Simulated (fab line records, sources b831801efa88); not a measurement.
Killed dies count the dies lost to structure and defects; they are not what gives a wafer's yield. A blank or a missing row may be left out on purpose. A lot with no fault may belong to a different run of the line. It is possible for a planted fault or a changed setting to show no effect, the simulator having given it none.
fab line records ; flow sky130
[record] lots = 5; wafers = 15; lastDay = 50
route steps=708 shown VIA2@522 METAL3@532
lots with no fault: from the same line, run without faults
startH: start of the lot's first displayed wafer, in hours after the record's first day ; waitH: hours elapsed since this lot's preceding step ; " repeats the value in the row above ; L1.1+2: a single row standing in for several wafers ; - either no value or no given start ; * or withheld: withheld ; < > ~ a bound
route shown NAME@n: a module of which the file shows steps, and the number in the route of the first ; usual: mean/standard deviation of fault-free wafers ; same: alike in all rows ; chamber/n: place in a boat ; sites: each site's reading ; _std_site: standard deviation across them ; _edge_site: the outer-site mean with the inner-site mean subtracted ; radiusMm: for every site, how far away it sits from the centre of the wafer ; mask NAME#n: copy n ; behind: the tool/chamber that last shaped the wafer ; hold: why the lot went on hold/how many hours it stayed there/how the hold came to an end ; device: the n, p or np transistor that did not switch ; end of line: tests of these same wafers at the route's end ; a step given without rows: its recipe and nothing more ; killed: the dies lost at the first sort to structure and to defects; this is not the yield of the wafer ; map: a wafer's dies, x killed, . not, _ none there
set.NAME: the setting that was run; set.NAME@STEP: the one run at that earlier step ; model.NAME: the simulator's own value behind a step, which no gauge read
a table for each step, a row for each wafer; lots at some steps of the route
services: the hour from which a tool's chamber was out of use, counted from the record's first day as startH (under 0 if before that day), plus the number of hours and why
[[steps]]
[step SKY_VIA2_ETCH_15]
[recipe] target = SiO2; chemistry = C4F8/O2/Ar; targetDepthNm = 546; stopOn = TiN; maskMaterial = KrF-thick; sourceW = 1500; biasW = 1200; pressureMtorr = 40; c4f8FlowSccm = withheld; O2_flow_sccm = 6; Ar_flow_sccm = 300; timeS = 84
[usual] biasW = 1200/3.2; oesProductAu = 0.932/0.0049
lot.wafer;tool;chamber;startH;waitH;biasW;oesProductAu;rfHoursCounterH
L083.1;rieDiel-01;0;914.97;0.0;1200;0.929;13
L083.2;rieDiel-01;3;914.97;0.0;1198;0.930;8
L083.3;rieDiel-01;2;914.97;0.0;1203;0.923;6
L089.3;rieDiel-01;3;956.87;0.0;1198;0.931;9
L089.5;rieDiel-01;3;956.87;0.0;1199;0.934;-
L089.6;rieDiel-01;0;956.87;0.0;1202;0.931;-
L090.1;rieDiel-02;1;958.48;0.0;1197;0.939;9
L090.4;rieDiel-02;0;958.48;0.0;1201;0.938;10
L090.6;rieDiel-02;3;958.48;0.0;1205;0.938;-
L093.1;rieDiel-04;1;986.03;0.0;1198;0.937;17
L093.5;rieDiel-04;1;986.03;0.0;1199;0.930;-
L093.6;rieDiel-04;2;986.03;0.0;1201;0.935;-
L097.2;rieDiel-01;0;1007.52;0.0;1199;0.932;16
L097.5;rieDiel-01;0;1007.52;0.0;1199;0.932;-
L097.6;rieDiel-01;3;1007.52;0.0;1198;0.931;-
[step SKY_VIA2_STRIP_16]
[recipe] chemistry = O2/N2; powerW = 1400; pressureMtorr = 1500; platenTempC = withheld; o2FlowSccm = 3000; n2FlowSccm = 300; overashFraction = 0.5
[usual] drypumpMotorCurrentA = 5.5/0.34; o2FlowSccm = 3000/9.7; oesProductAu = 0.398/0.0045; stripTimeToEndpointS = 4.045/0.023
lot.wafer;tool;chamber;startH;waitH;drypumpMotorCurrentA;o2FlowSccm;oesProductAu;rfHoursCounterH;stripTimeToEndpointS
L083.1;plasmaAsher-04;1;915.03;0.0;5.8;2998;0.402;50;4.046
L083.2;plasmaAsher-04;0;915.03;0.0;5.5;2985;0.392;50;4.016
L083.3;plasmaAsher-04;1;915.03;0.0;5.8;3008;0.394;-;4.066
L089.3;plasmaAsher-03;1;956.97;0.1;5.5;3005;0.393;-;4.015
L089.5;plasmaAsher-03;1;956.97;0.1;5.4;3002;0.400;-;4.025
L089.6;plasmaAsher-03;0;956.97;0.1;6.3;2989;0.403;-;4.032
L090.1;plasmaAsher-04;1;958.55;0.0;5.8;3002;0.396;55;4.036
L090.4;plasmaAsher-04;1;958.55;0.0;5.8;3005;0.391;-;4.035
L090.6;plasmaAsher-04;1;958.55;0.0;5.8;3005;0.397;-;4.033
L093.1;plasmaAsher-03;1;986.10;0.0;5.4;2996;0.402;23;4.049
L093.5;plasmaAsher-03;1;986.10;0.0;5.4;2994;0.389;-;4.022
L093.6;plasmaAsher-03;0;986.10;0.0;6.3;3004;0.406;-;4.069
L097.2;plasmaAsher-04;0;1007.58;0.0;5.4;3006;0.400;62;3.990
L097.5;plasmaAsher-04;1;1007.58;0.0;5.8;3008;0.391;-;4.022
L097.6;plasmaAsher-04;0;1007.58;0.0;5.5;3003;0.403;-;4.016
[step SKY_VIA2_STRIP_17]
[recipe] chemistry = postEtchResidueRemover; timeS = 1200; tempC = 72.5
[usual] bathGuardTempC = 72.7/0.62; tempC = 72.51/0.12
lot.wafer;tool;chamber;startH;waitH;bathGuardTempC;tempC
L083.1;wetBench-02;1;915.13;0.1;72.9;72.62
L083.2;wetBench-02;1;915.13;0.1;73.2;72.52
L083.3;wetBench-02;1;915.13;0.1;73.6;72.56
L089.3;wetBench-04;0;957.03;0.0;72.7;72.50
L089.5;wetBench-04;0;957.03;0.0;72.6;72.48
L089.6;wetBench-04;0;957.03;0.0;72.2;72.42
L090.1;wetBench-01;3;958.65;0.1;72.9;72.37
L090.4;wetBench-01;3;958.65;0.1;73.6;72.48
L090.6;wetBench-01;3;958.65;0.1;73.1;72.50
L093.1;wetBench-02;1;986.20;0.1;72.6;72.51
L093.5;wetBench-02;1;986.20;0.1;73.2;72.69
L093.6;wetBench-02;1;986.20;0.1;73.3;72.67
L097.2;wetBench-04;0;1007.68;0.1;72.4;72.53
L097.5;wetBench-04;0;1007.68;0.1;72.6;72.37
L097.6;wetBench-04;0;1007.68;0.1;72.4;72.43
[step SKY_VIA2_CLEAN_18]
[recipe] chemistry = IPA; timeS = 180; tempC = 25
[usual] tempC = 25.02/0.12
lot.wafer;tool;chamber;startH;waitH;tempC
L083.1;wetBench-01;1;915.47;0.0;25.08
L083.2;wetBench-01;1;915.47;0.0;25.04
L083.3;wetBench-01;1;915.47;0.0;25.18
L089.3;wetBench-02;3;957.38;0.0;24.96
L089.5;wetBench-02;3;957.38;0.0;25.00
L089.6;wetBench-02;3;957.38;0.0;24.95
L090.1;wetBench-02;0;959.05;0.0;25.02
L090.4;wetBench-02;0;959.05;0.0;25.10
L090.6;wetBench-02;0;959.05;0.0;25.09
L093.1;wetBench-04;0;986.54;0.0;24.86
L093.5;wetBench-04;0;986.54;0.0;25.05
L093.6;wetBench-04;0;986.54;0.0;24.93
L097.2;wetBench-01;3;1008.02;0.0;25.28
L097.5;wetBench-01;3;1008.02;0.0;25.10
L097.6;wetBench-01;3;1008.02;0.0;25.06
[step SKY_VIA2_CLEAN_19]
[recipe] chemistry = O3/DIW; dry = n2Spin
lot.wafer;tool;chamber;startH;waitH
L083.1+2+3;wetBench-02;3;915.53;0.0
L089.3+5+6;wetBench-02;3;957.43;0.0
L090.1+4+6;wetBench-04;2;959.11;0.0
L093.1+5+6;wetBench-01;0;986.60;0.0
L097.2+5+6;wetBench-04;0;1008.14;0.0
[step SKY_VIA2_SPUTTER_20]
[recipe] material = TiN; targetThkNm = 20; chamberPressurePa = 5; powerW = 4000; timeS = 80
[usual] throttleValvePct = 29.9/1.5
lot.wafer;tool;chamber;startH;waitH;throttleValvePct
L083.1;pvdSputter-03;-;915.62;0.0;27.2
L083.2;pvdSputter-03;-;915.62;0.0;29.3
L083.3;pvdSputter-03;-;915.62;0.0;30.5
L089.3;pvdSputter-02;-;957.53;0.0;28.0
L089.5;pvdSputter-02;-;957.53;0.0;28.0
L089.6;pvdSputter-02;-;957.53;0.0;30.1
L090.1;pvdSputter-03;-;959.20;0.0;30.3
L090.4;pvdSputter-03;-;959.20;0.0;29.3
L090.6;pvdSputter-03;-;959.20;0.0;31.5
L093.1;pvdSputter-04;-;986.70;0.0;29.8
L093.5;pvdSputter-04;-;986.70;0.0;29.2
L093.6;pvdSputter-04;-;986.70;0.0;29.7
L097.2;pvdSputter-04;-;1008.23;0.0;29.3
L097.5;pvdSputter-04;-;1008.23;0.0;29.2
L097.6;pvdSputter-04;-;1008.23;0.0;29.6
[step SKY_VIA2_CVD_21]
[recipe] material = W; targetThkNm = 420; timeS = 126.4; tempC = 400; pressureTorr = 40
[usual] heaterPowerW = 859/41
lot.wafer;tool;chamber;startH;waitH;heaterPowerW
L083.1;cvdW-01;1;915.68;0.0;846
L083.2;cvdW-01;0;915.68;0.0;816
L083.3;cvdW-01;1;915.68;0.0;845
L089.3;cvdW-01;0;957.63;0.1;822
L089.5;cvdW-01;1;957.63;0.1;838
L089.6;cvdW-01;0;957.63;0.1;805
L090.1;cvdW-02;1;959.26;0.0;894
L090.4;cvdW-02;1;959.26;0.0;889
L090.6;cvdW-02;1;959.26;0.0;919
L093.1;cvdW-02;0;986.76;0.0;862
L093.5;cvdW-02;1;986.76;0.0;881
L093.6;cvdW-02;0;986.76;0.0;860
L097.2;cvdW-02;0;1008.29;0.0;866
L097.5;cvdW-02;1;1008.29;0.0;913
L097.6;cvdW-02;0;1008.29;0.0;862
[step SKY_VIA2_RS_MEAS_22]
[recipe] thkMeasGauge = four-point-probe; reads = W_of_VIA2_CVD_21+TiN_of_VIA2_SPUTTER_20
[usual] VIA2_W_RS = 0.272/0.0031
lot.wafer;tool;chamber;startH;waitH;VIA2_W_RS[ohm/sq]
L083.1;filmMetro-04;-;915.81;0.1;0.272
L083.2;filmMetro-04;-;915.81;0.1;0.271
L083.3;filmMetro-04;-;915.81;0.1;0.275
L089.3;filmMetro-04;-;957.76;0.1;0.274
L089.5;filmMetro-04;-;957.76;0.1;0.275
L089.6;filmMetro-04;-;957.76;0.1;0.272
L090.1;filmMetro-02;-;959.39;0.1;0.277
L090.4;filmMetro-02;-;959.39;0.1;0.273
L090.6;filmMetro-02;-;959.39;0.1;0.275
L093.1;filmMetro-01;-;986.89;0.1;0.273
L093.5;filmMetro-01;-;986.89;0.1;0.274
L093.6;filmMetro-01;-;986.89;0.1;0.273
L097.2;filmMetro-01;-;1008.44;0.1;0.268
L097.5;filmMetro-01;-;1008.44;0.1;0.271
L097.6;filmMetro-01;-;1008.44;0.1;0.270
[step SKY_VIA2_THK_MEAS_23]
[recipe] thkMeasGauge = xrf; reads = W_of_VIA2_CVD_21
[usual] VIA2_W_THK = 426/8.6
lot.wafer;tool;chamber;startH;waitH;VIA2_W_THK[nm]
L083.1;filmMetro-04;-;915.93;0.1;422
L083.2;filmMetro-04;-;915.93;0.1;424
L083.3;filmMetro-04;-;915.93;0.1;422
L089.3;filmMetro-04;-;957.86;0.1;425
L089.5;filmMetro-04;-;957.86;0.1;421
L089.6;filmMetro-04;-;957.86;0.1;427
L090.1;filmMetro-02;-;959.51;0.1;422
L090.4;filmMetro-02;-;959.51;0.1;426
L090.6;filmMetro-02;-;959.51;0.1;422
L093.1;filmMetro-01;-;987.01;0.1;417
L093.5;filmMetro-01;-;987.01;0.1;413
L093.6;filmMetro-01;-;987.01;0.1;417
L097.2;filmMetro-01;-;1008.55;0.1;428
L097.5;filmMetro-01;-;1008.55;0.1;424
L097.6;filmMetro-01;-;1008.55;0.1;427
[step SKY_VIA2_CMP_24]
[recipe] stopOn = SiO2; tOverpolishS = 20; downForcePsi = 3.5; platenRpm = 60; targetThkNm = 0; padVelocityMS = 0.94248
[usual] headPressurePsi = 3.501/0.0078; motorCurrentA = 11.9/1.2; overpolishRunS = 20.001/0.0095; timeToEndpointS = 102/4.1
lot.wafer;tool;chamber;startH;waitH;headPressurePsi;motorCurrentA;overpolishRunS;timeToEndpointS
L083.3;cmp-02;3;918.45;2.5;3.509;12.6;20.004;98
L083.2;cmp-02;0;918.45;2.5;3.492;11.3;20.011;103
L083.1;cmp-02;2;918.45;2.5;3.490;12.3;19.987;104
L089.3;cmp-01;3;958.00;0.1;3.498;9.9;20.022;104
L089.5;cmp-01;1;958.00;0.1;3.505;13.9;20.003;95
L089.6;cmp-01;2;958.00;0.1;3.502;11.5;19.993;97
L090.1;cmp-02;3;959.57;0.1;3.499;12.9;19.992;97
L090.4;cmp-02;1;959.57;0.1;3.512;10.9;19.973;94
L090.6;cmp-02;0;959.57;0.1;3.491;11.3;19.999;97
L093.1;cmp-01;2;987.22;0.2;3.501;11.3;19.994;100
L093.5;cmp-01;3;987.22;0.2;3.488;10.1;19.984;101
L093.6;cmp-01;0;987.22;0.2;3.499;13.1;20.012;104
L097.2;cmp-02;0;1008.60;0.0;3.482;11.5;19.985;101
L097.5;cmp-02;0;1008.60;0.0;3.487;11.9;19.998;104
L097.6;cmp-02;1;1008.60;0.0;3.493;10.4;20.009;99
[step SKY_METAL3_SPUTTER_00]
[recipe] material = Ti; targetThkNm = 15; powerW = 3000; timeS = 10; chamberPressurePa = 0.4
[usual] throttleValvePct = 30.1/1.2
lot.wafer;tool;chamber;startH;waitH;throttleValvePct
L083.1;pvdSputter-04;-;918.75;0.1;29.4
L083.2;pvdSputter-04;-;918.75;0.1;29.3
L083.3;pvdSputter-04;-;918.75;0.1;32.4
L089.3;pvdSputter-01;-;958.20;0.1;30.6
L089.5;pvdSputter-01;-;958.20;0.1;30.7
L089.6;pvdSputter-01;-;958.20;0.1;30.8
L090.1;pvdSputter-02;-;959.87;0.2;27.8
L090.4;pvdSputter-02;-;959.87;0.2;31.5
L090.6;pvdSputter-02;-;959.87;0.2;28.0
L093.1;pvdSputter-01;-;987.37;0.1;30.9
L093.5;pvdSputter-01;-;987.37;0.1;30.8
L093.6;pvdSputter-01;-;987.37;0.1;30.9
L097.2;pvdSputter-02;-;1008.90;0.2;29.6
L097.5;pvdSputter-02;-;1008.90;0.2;27.8
L097.6;pvdSputter-02;-;1008.90;0.2;29.5
[step SKY_METAL3_SPUTTER_01]
[recipe] material = TiN; targetThkNm = 20; powerW = 6500; timeS = 16.7; chamberPressurePa = 0.4
[usual] throttleValvePct = 30.1/1.2
lot.wafer;tool;chamber;startH;waitH;throttleValvePct
L083.1;pvdSputter-04;-;918.77;0.0;29.5
L083.2;pvdSputter-04;-;918.77;0.0;28.8
L083.3;pvdSputter-04;-;918.77;0.0;32.5
L089.3;pvdSputter-01;-;958.22;0.0;30.7
L089.5;pvdSputter-01;-;958.22;0.0;30.7
L089.6;pvdSputter-01;-;958.22;0.0;31.0
L090.1;pvdSputter-02;-;959.90;0.0;28.1
L090.4;pvdSputter-02;-;959.90;0.0;31.4
L090.6;pvdSputter-02;-;959.90;0.0;27.7
L093.1;pvdSputter-01;-;987.39;0.0;30.9
L093.5;pvdSputter-01;-;987.39;0.0;30.9
L093.6;pvdSputter-01;-;987.39;0.0;31.0
L097.2;pvdSputter-02;-;1008.92;0.0;29.8
L097.5;pvdSputter-02;-;1008.92;0.0;28.0
L097.6;pvdSputter-02;-;1008.92;0.0;29.6
[step SKY_METAL3_SPUTTER_02]
[recipe] material = AlCu; targetThkNm = 735; powerW = 10600; timeS = 39.1; chamberPressurePa = 0.4
[usual] throttleValvePct = 30.1/1.2
lot.wafer;tool;chamber;startH;waitH;throttleValvePct
L083.1;pvdSputter-04;-;918.80;0.0;29.5
L083.2;pvdSputter-04;-;918.80;0.0;29.4
L083.3;pvdSputter-04;-;918.80;0.0;32.5
L089.3;pvdSputter-01;-;958.25;0.0;30.8
L089.5;pvdSputter-01;-;958.25;0.0;30.4
L089.6;pvdSputter-01;-;958.25;0.0;31.2
L090.1;pvdSputter-02;-;959.92;0.0;28.1
L090.4;pvdSputter-02;-;959.92;0.0;31.3
L090.6;pvdSputter-02;-;959.92;0.0;27.8
L093.1;pvdSputter-01;-;987.41;0.0;31.1
L093.5;pvdSputter-01;-;987.41;0.0;31.2
L093.6;pvdSputter-01;-;987.41;0.0;30.7
L097.2;pvdSputter-02;-;1008.95;0.0;29.7
L097.5;pvdSputter-02;-;1008.95;0.0;27.6
L097.6;pvdSputter-02;-;1008.95;0.0;29.6
[[services]]
tool;chamber;startH;hours;kind
cmp-01;-;899.61;26.6;repair
pvdSputter-01;-;900.27;2.9;repair
cvdW-02;-;904.00;14.0;pm
cmp-02;-;912.05;4.0;pm
cvdW-02;1;914.83;9.1;repair
plasmaAsher-03;-;916.93;2.8;pm
cvdW-01;-;918.00;2.8;pm
cvdW-02;-;921.15;2.8;pm
cmp-01;-;926.22;4.9;pm
pvdSputter-02;-;929.84;1.9;repair
rieDiel-01;-;933.75;2.8;pm
cmp-01;-;937.13;0.5;repair
rieDiel-01;1;938.46;2.1;repair
rieDiel-02;0;948.88;4.3;repair
cmp-01;-;950.83;4.0;repair
plasmaAsher-03;-;960.39;9.3;repair
cmp-01;-;966.08;16.0;repair
pvdSputter-01;-;978.01;2.5;repair
pvdSputter-02;1;979.12;-;consumableReplace:kit
pvdSputter-02;1;979.12;18.0;scheduledDown
cmp-02;-;982.08;6.8;pm
rieDiel-01;-;995.30;0.1;repair
pvdSputter-01;-;1004.63;2.2;repair
cvdW-01;-;1008.57;2.0;repair
[[key]]
fault none
